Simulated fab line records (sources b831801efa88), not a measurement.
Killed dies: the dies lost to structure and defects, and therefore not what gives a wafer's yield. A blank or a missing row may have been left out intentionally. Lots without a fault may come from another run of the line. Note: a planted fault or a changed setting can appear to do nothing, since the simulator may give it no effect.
Which of the tools did it? ; flow sky130 ; 15 lots with 45 wafers sampled at 4 steps, on a route of 708 steps

WHAT THE GAUGES READ, wafer by wafer
SKY_NWELL_OVL_MEAS_23. Usual: for NWELL_01_OVL the level is -0.9 nm and the standard deviation is 1.6.
lot;measured;on;NWELL_01_OVL (nm);flag
L582;day 5 06:52;overlay-02;-1.6 -0.5 -0.9;
L583;day 5 08:19;overlay-01;-4.0 -3.7 -4.0;
L584;day 5 20:58;overlay-02;-0.6 -2.1 -1.4;
L585;day 5 22:16;overlay-02;1.6 -0.9 1.1;
L586;day 6 15:00;overlay-01;-1.5 -3.2 -1.0;
L588;day 7 04:37;overlay-02;-1.4 -0.3 -0.9;
L589;day 7 10:43;overlay-01;1.2 -0.7 -0.8;
L590;day 7 18:09;overlay-01;-1.9 -0.5 -0.5;
L591;day 8 00:31;overlay-01;-1.6 -2.4 -1.1;
L594;day 8 15:04;overlay-02;-3.1 -1.4 -1.8;
L597;day 9 11:46;overlay-02;1.2 0.6 -0.8;
L598;day 9 22:52;overlay-02;-0.4 -0.2 -0.8;
L599;day 10 03:10;overlay-02;-0.2 0.7 1.4;
L600;day 10 08:06;overlay-02;2.5 2.3 -0.2;
L603;day 11 11:24;overlay-01;-4.7 -5.5 -3.7;

SKY_VIA2_CD_MEAS_12: target cd 200 nm. Usual: cd nm at 200.0 nm, with a standard deviation of 1.3.
lot;measured;on;cd nm (nm);flag
L582;day 36 04:47;cd sem-01;200.9 199.1 200.9;
L583;day 36 23:31;cd sem-01;199.4 199.2 199.7;
L584;day 37 20:00;cd sem-02;198.3 199.1 199.7;
L585;day 37 21:29;cd sem-01;199.5 199.6 199.3;
L586;day 38 02:55;cd sem-02;200.2 201.9 199.2;
L588;day 39 00:34;cd sem-02;200.6 200.0 199.5;
L589;day 39 12:23;cd sem-02;201.5 200.9 200.8;
L590;day 39 16:40;cd sem-01;198.2 199.3 198.6;
L591;day 40 00:36;cd sem-01;199.0 198.5 198.5;
L597;day 41 20:54;cd sem-02;200.6 203.5 201.2;
L598;day 42 03:32;cd sem-02;200.7 198.9 200.3;
L599;day 42 04:47;cd sem-01;197.4 198.3 196.7;
L600;day 42 05:39;cd sem-01;200.9 199.1 201.2;
L603;day 43 16:09;cd sem-02;199.9 201.2 200.2;

SKY_METAL4_CD_MEAS_13: target cd 300 nm. Usual: cd nm at 300.1 nm, with a standard deviation of 1.5.
lot;measured;on;cd nm (nm);flag
L582;day 41 15:20;cd sem-02;299.7 299.8 300.1;
L583;day 42 11:29;cd sem-01;298.0 299.5 296.6;
L584;day 43 04:58;cd sem-01;297.6 298.2 297.3;
L585;day 43 05:56;cd sem-02;298.8 298.9 298.9;
L586;day 43 11:37;cd sem-01;300.6 299.7 302.8;
L588;day 44 07:50;cd sem-01;299.4 300.0 301.4;
L589;day 44 18:14;cd sem-02;301.5 302.3 301.2;
L590;day 44 20:58;cd sem-02;300.2 300.4 300.7;
L591;day 45 04:40;cd sem-01;301.2 301.9 299.0;
L597;day 46 19:43;cd sem-02;297.8 297.9 298.7;
L598;day 46 23:50;cd sem-01;300.0 299.8 300.7;
L599;day 47 00:11;cd sem-02;298.7 297.8 298.2;
L600;day 47 01:07;cd sem-01;302.7 302.9 303.5;
L603;day 48 05:34;cd sem-01;299.6 299.0 299.8;

WHICH TOOL RAN EACH LOT (tool, then ch and the chambers of the sampled wafers, then the start)
lot;SKY_NWELL_IMPLANT_12
L582;implanter-03 ch 0, day 4 12:50
L583;implanter-01 ch 0, day 4 14:01
L584;implanter-03 ch 0, day 5 02:02
L585;implanter-01 ch 0, day 5 03:04
L586;implanter-01 ch 0, day 5 19:54
L588;implanter-03 ch 0, day 6 08:40
L589;implanter-03 ch 0, day 6 14:37
L590;implanter-02 ch 0, day 6 22:42
L591;implanter-01 ch 0, day 7 04:30
L594;implanter-01 ch 0, day 7 18:44
L597;implanter-01 ch 0, day 8 12:45
L598;implanter-01 ch 0, day 9 00:43
L599;implanter-02 ch 0, day 9 05:28
L600;implanter-03 ch 0, day 9 10:11
L603;implanter-02 ch 0, day 10 10:20
- SKY_NWELL_IMPLANT_12

AS READ BY THE TOOLS THEMSELVES (means over the sampled wafers that have a number; for cases with no such wafer, the mark the record gives instead)
SKY_NWELL_IMPLANT_12. Usual: dose ions cm2 1.2997e+12, standard deviation 1.3e+09; faraday current uA 7.33, standard deviation 0.14.
lot;tool;dose ions cm2;faraday current uA;flag
L582;implanter-03;1.3001e+12;7.24;
L583;implanter-01;1.3001e+12;7.40;
L584;implanter-03;1.2999e+12;7.38;
L585;implanter-01;1.3007e+12;7.38;
L586;implanter-01;1.3000e+12;7.42;
L588;implanter-03;1.2975e+12;7.42;
L589;implanter-03;1.3006e+12;7.27;
L590;implanter-02;1.2993e+12;7.36;
L591;implanter-01;1.2997e+12;7.36;
L594;implanter-01;1.4278e+12;8.03;OFF
L597;implanter-01;1.4300e+12;8.00;OFF
L598;implanter-01;1.4274e+12;8.01;OFF
L599;implanter-02;1.2983e+12;7.36;
L600;implanter-03;1.3001e+12;7.18;
L603;implanter-02;1.2987e+12;7.36;

THE ANSWER, worked out from the rows above alone
Rule: a lot counts as off when the mean over its wafers that have a number is more than 3 standard deviations away from the usual mean. Also off: a lot with no number at a reading for which 4 or more lots have one. All remaining lots with rows at the step are treated as sound. First the gauges in route order, then the tools' own readings, where a lot's mean is used as printed above. At the first step where some lot is off, the reading lying furthest off is the one used; lots without a number count as furthest.
Off, at SKY_NWELL_IMPLANT_12 on dose ions cm2: L594, L597, L598.
A tool fits if, at that step or a process step before it, it ran every lot that is off, and no sound lot after the first of them. One candidate fits, namely implanter-01 at SKY_NWELL_IMPLANT_12. Its last sound lot is L591 (day 7 04:30), its first lot that is off L594 (day 7 18:44): a fault that began between those two fits.
The tool's own readings at SKY_NWELL_IMPLANT_12 bear it out: on the lots that are off they differ by more than 5 times the standard deviation of the sound lots' means. dose ions cm2 reads 1.4284e+12 there against 1.2996e+12 on the sound lots; faraday current uA reads 8.01 there against 7.34 on the sound lots.

WHAT WAS PUT IN BY THE SIMULATOR
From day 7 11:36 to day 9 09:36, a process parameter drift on implanter-01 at SKY_NWELL_IMPLANT_12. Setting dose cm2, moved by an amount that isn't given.
Struck lots among those shown: L594, L597, L598. This agrees with what the rule above found.
